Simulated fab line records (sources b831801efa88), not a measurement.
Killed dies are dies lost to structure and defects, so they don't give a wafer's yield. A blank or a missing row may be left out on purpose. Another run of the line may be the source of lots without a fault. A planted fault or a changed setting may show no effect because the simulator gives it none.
2 desks looking at one fault    flow gf180mcu    only its own numbers are on each desk; what lay behind them is given at the end

AT THE TOOL OWNER'S DESK: lpcvd-02
The tool's own readings at GF_POLY_GATE_CVD_00 (deposits poly-Si, target thk 200 nm, time 1200 s): means of the sampled wafers that have a number, for each lot that ran on this tool. A lot is out of limits, marked OUT, if its mean lies more than 4 standard deviations from the usual mean; the brackets give that distance.
Columns: A = spike tc bottom C at GF_POLY_GATE_CVD_00, usual 643 C; B = spike tc centre C at GF_POLY_GATE_CVD_00, usual 620.4 C; C = spike tc lower C at GF_POLY_GATE_CVD_00, usual 620.2 C; D = spike tc top C at GF_POLY_GATE_CVD_00, usual 637.8 C; E = spike tc upper C at GF_POLY_GATE_CVD_00, usual 620.0 C; F = susceptor temp C at GF_POLY_GATE_CVD_00, usual 620.04 C
lot   first seen here  A    B                 C                 D                 E                 F
L842  day 8 12:09      647  619.9             619.9             640.3             619.9             619.65
L843  day 8 17:57      647  619.6             620.2             641.5             619.3             619.85
L845  day 9 06:34      645  620.1             622.3             636.9             619.9             620.21
L846  day 9 15:45      646  621.7             620.3             637.4             619.4             619.97
L849  day 10 11:33     648  621.3             620.6             641.2             619.8             620.10
L856  day 12 11:05     657  630.1 (+8.1) OUT  629.5 (+7.2) OUT  651.9 (+4.7) OUT  630.6 (+9.6) OUT  630.51 (+35) OUT
L857  day 12 20:23     656  631.1 (+8.9) OUT  631.3 (+8.6) OUT  646.1             629.7 (+8.8) OUT  630.03 (+33) OUT
L858  day 12 22:37     656  630.7 (+8.6) OUT  631.9 (+9.0) OUT  647.8             629.1 (+8.2) OUT  630.21 (+34) OUT
Finding of this desk: L856, L857, L858 out of limits; the first was L856 at day 12 11:05, on spike tc centre C at GF_POLY_GATE_CVD_00. In limits: L842, L843, L845, L846, L849.

AT THE METROLOGY DESK
Lot by lot, what the gauges showed, no matter which tool ran the lot: averages of those sampled wafers that carry a number. A lot is out of limits, marked OUT, if its mean lies more than 4 standard deviations from the usual mean; the brackets give that distance.
Columns: A = POLY_GATE_CVD_00_THK at GF_POLY_GATE_THK_MEAS_01, usual 200.5 nm; B = HV_LDD_03_OVL at GF_HV_LDD_OVL_MEAS_47, usual -0.1 nm; C = SAB_CVD_00_THK at GF_SAB_THK_MEAS_01, usual 50.1 nm
lot   first seen here  A                B     C
L842  day 8 13:29      199.0            1.7   50.0
L843  day 8 19:17      200.0            -0.1  49.7
L844  day 9 01:38      202.7            -1.0  50.1
L845  day 9 07:55      197.8            -1.3  50.6
L846  day 9 17:05      199.2            1.6   50.9
L847  day 10 01:01     200.6            -1.1  49.8
L848  day 10 08:08     200.5            1.0   49.5
L849  day 10 12:53     198.5            0.5   50.2
L850  day 10 22:35     203.3            1.1   50.8
L856  day 12 12:25     252.0 (+27) OUT  0.8   50.6
L857  day 12 21:43     254.2 (+28) OUT  -2.6  49.4
L858  day 12 23:58     254.7 (+29) OUT  -0.8  50.2
L860  day 13 22:00     202.2            0.3   49.6
This desk finds L856, L857, L858 out of limits, with the earliest case on L856 at day 12 12:25 (POLY_GATE_CVD_00_THK at GF_POLY_GATE_THK_MEAS_01). In limits: L842, L843, L844, L845, L846, L847, L848, L849, L850, L860.

PUT TOGETHER
The tool owner's desk had the chance to raise an alarm at day 12 11:05 on L856, L857, L858.
On L856, L857, L858, the metrology desk was in a position to raise an alarm at day 12 12:25.
The lots listed all ran GF_POLY_GATE_CVD_00 on lpcvd-02.

WHAT THE SIMULATOR HAD INSERTED
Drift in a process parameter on lpcvd-02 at GF_POLY_GATE_CVD_00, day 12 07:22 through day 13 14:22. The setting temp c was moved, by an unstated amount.
Struck lots among those shown: L856, L857, L858.
Fault start to first reading out of limits, in hours, per desk: tool owner, 4; metrology, 5.
